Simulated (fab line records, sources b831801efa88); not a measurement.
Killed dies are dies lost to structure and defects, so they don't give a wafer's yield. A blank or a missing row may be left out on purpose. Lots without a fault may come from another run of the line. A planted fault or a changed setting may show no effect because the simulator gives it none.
Chamber matching | flow sky130 | SKY_VIA1_ETCH_15 on rie_diel-01: 4 sister chambers
The step etches SiO2 in C4F8/O2/Ar, stops on TiN, target depth 351 nm, time 54 s. 4 wafers are shown with their chamber, then 7 later ones without.

WAFERS WITH THEIR CHAMBER
wafer  | chamber | oes_product_au (a.u.)
L085.2 | 3       | 0.983
L085.3 | 2       | 0.971
L087.4 | 1       | 0.980
L087.5 | 0       | 0.988

WAFERS WITHOUT THEIR CHAMBER
wafer  | oes_product_au (a.u.)
L087.6 | 0.986
L095.2 | 0.980
L095.3 | 0.982
L095.4 | 0.972
L096.1 | 0.974
L096.5 | 0.975
L096.6 | 0.969

WHICH CHAMBER EACH WENT THROUGH
wafer  | from the rows above          | in truth
L087.6 | can't be placed: 0 or 3 or 1 | 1
L095.2 | can't be placed: 1 or 3      | 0
L095.3 | can't be placed: 3 or 1      | 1
L095.4 | 2                            | 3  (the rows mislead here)
L096.1 | can't be placed: 2 or 1      | 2
L096.5 | can't be placed: 2 or 1 or 3 | 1
L096.6 | 2                            | 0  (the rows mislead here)
Placed correctly: 0 of 7. Can't be placed from these rows: 5 (the true chamber is among the candidates in 4). Placed wrongly: 2.
How it was worked out, from the rows above alone: a wafer's distance from a chamber is the root of the sum, over the readings, of the square of ((its reading less the chamber's mean) divided by the reading's scatter). The wafer belongs to the nearest chamber; if the next one is less than 2 further off, it can't be placed. A chamber's mean is the mean of its shown wafers. The scatter: with one shown wafer a chamber, the root of the mean of the squares of how far each hidden wafer lies from its nearest shown one.
